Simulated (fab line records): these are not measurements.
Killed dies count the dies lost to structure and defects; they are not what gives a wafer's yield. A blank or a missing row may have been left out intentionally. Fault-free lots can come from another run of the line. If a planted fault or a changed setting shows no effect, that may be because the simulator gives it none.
Shared-tool check | flow sky130 | 10 lots, 33 wafers sampled

WHAT PROMPTED THE OPENING
1 of 10 lots carry a flag on the reading VIA2_W_RS at SKY_VIA2_RS_MEAS_22. Fault-free wafers read 0.272 ohm/sq, with a standard deviation of 0.0032.
Rule: a lot is flagged when every wafer of it that has a number lies more than 4 standard deviations from that mean, or none has a number. All remaining lots are regarded as sound.

lot  | measured     | on            | VIA2_W_RS (ohm/sq), wafer by wafer  | flag
L108 | day 36 18:22 | film metro-02 | 0.274 0.270 0.275                   |
L111 | day 37 07:38 | film metro-03 | 0.271 0.269 0.273                   |
L110 | day 37 07:55 | film metro-04 | 0.273 0.270 0.267                   |
L112 | day 37 15:26 | film metro-03 | 0.268 0.271 0.272                   |
L115 | day 38 13:09 | film metro-04 | 0.275 0.273 0.273                   |
L116 | day 38 21:39 | film metro-03 | 0.272 0.266 0.275                   |
L118 | day 39 12:28 | film metro-04 | 0.272 0.272 0.269                   |
L120 | day 40 03:26 | film metro-04 | 0.273 0.275 0.273                   |
L123 | day 41 00:33 | film metro-03 | 0.237 0.240 0.239 0.237 0.240 0.238 | FLAGGED
L131 | day 42 22:08 | film metro-03 | 0.265 0.269 0.265                   |
Average over the flagged lots: 0.238 ohm/sq; offset from the usual -0.034 ohm/sq, equal to -10 standard deviations.

LOT BY LOT: THE TOOL USED
Before the reading, the record contains 2 process steps out of a 708-step route. Read each cell as the tool, then ch plus the chambers that the sampled wafers visited, then the start.
lot  | flag    | SKY_VIA2_STRIP_16                    | SKY_VIA2_CVD_21
L108 |         | plasma asher-04 ch 0,1, day 36 17:27 | cvd w-01 ch 0,1, day 36 18:14
L111 |         | plasma asher-02 ch 0,1, day 37 06:25 | cvd w-01 ch 0,1, day 37 07:31
L110 |         | plasma asher-04 ch 0,1, day 37 07:03 | cvd w-01 ch 0,1, day 37 07:47
L112 |         | plasma asher-02 ch 0,1, day 37 14:25 | cvd w-02 ch 1, day 37 15:13
L115 |         | plasma asher-01 ch 0,1, day 38 12:21 | cvd w-02 ch 1, day 38 13:00
L116 |         | plasma asher-04 ch 0,1, day 38 20:51 | cvd w-01 ch 0,1, day 38 21:31
L118 |         | plasma asher-01 ch 0,1, day 39 11:41 | cvd w-02 ch 0,1, day 39 12:20
L120 |         | plasma asher-04 ch 0,1, day 40 02:36 | cvd w-01 ch 0, day 40 03:17
L123 | FLAGGED | plasma asher-04 ch 0,1, day 40 23:46 | cvd w-01 ch 0, day 41 00:25
L131 |         | plasma asher-02 ch 0,1, day 42 21:21 | cvd w-02 ch 0,1, day 42 22:01
What is done by these steps:
- SKY_VIA2_STRIP_16: strips in O2/N2.
- SKY_VIA2_CVD_21: deposits W, target thk 420 nm, time 126.4 s.
- SKY_VIA2_RS_MEAS_22: measures by four-point-probe.

FLAGGED AGAINST TOTAL, ONE TOOL AT A TIME (gauges that did the reading follow at the end)
step                | tool            | lots run | flagged | share of the flagged lots | sound lots run after its first flagged lot
SKY_VIA2_STRIP_16   | plasma asher-01 | 2        | 0       | none                      | -
SKY_VIA2_STRIP_16   | plasma asher-02 | 3        | 0       | none                      | -
SKY_VIA2_STRIP_16   | plasma asher-04 | 5        | 1       | all                       | 0
SKY_VIA2_CVD_21     | cvd w-01        | 6        | 1       | all                       | 0
SKY_VIA2_CVD_21     | cvd w-02        | 4        | 0       | none                      | -
SKY_VIA2_RS_MEAS_22 | film metro-02   | 1        | 0       | none                      | -
SKY_VIA2_RS_MEAS_22 | film metro-03   | 5        | 1       | all                       | 1 (L131)
SKY_VIA2_RS_MEAS_22 | film metro-04   | 4        | 0       | none                      | -

WHAT THE TABLE PERMITS
All flagged lots were run by 3 table rows, namely plasma asher-04 at SKY_VIA2_STRIP_16, cvd w-01 at SKY_VIA2_CVD_21, film metro-03 at SKY_VIA2_RS_MEAS_22.
- plasma asher-04 at SKY_VIA2_STRIP_16: 1 of its 5 lots flagged. Last sound lot L120 at day 40 02:36, first flagged lot L123 at day 40 23:46; a fault beginning in between fits.
- cvd w-01 at SKY_VIA2_CVD_21: 1 of its 6 lots flagged. Last sound lot L120 at day 40 03:17, first flagged lot L123 at day 41 00:25; a fault beginning in between fits. Its own readings (chamber pressure Torr) fall more than 4 standard deviations out on all wafers of the flagged lots.
- film metro-03 at SKY_VIA2_RS_MEAS_22: 1 of its 5 lots flagged. Sound lots ran on it after the first flagged one (L131), which a lasting fault on the whole tool wouldn't allow.
A lot count leaves these 2 tools indistinguishable: every one of them fits a fault beginning at some hour. More lots, or a look at what each step does to the wafer, might.

WHAT THE SIMULATOR PUT IN
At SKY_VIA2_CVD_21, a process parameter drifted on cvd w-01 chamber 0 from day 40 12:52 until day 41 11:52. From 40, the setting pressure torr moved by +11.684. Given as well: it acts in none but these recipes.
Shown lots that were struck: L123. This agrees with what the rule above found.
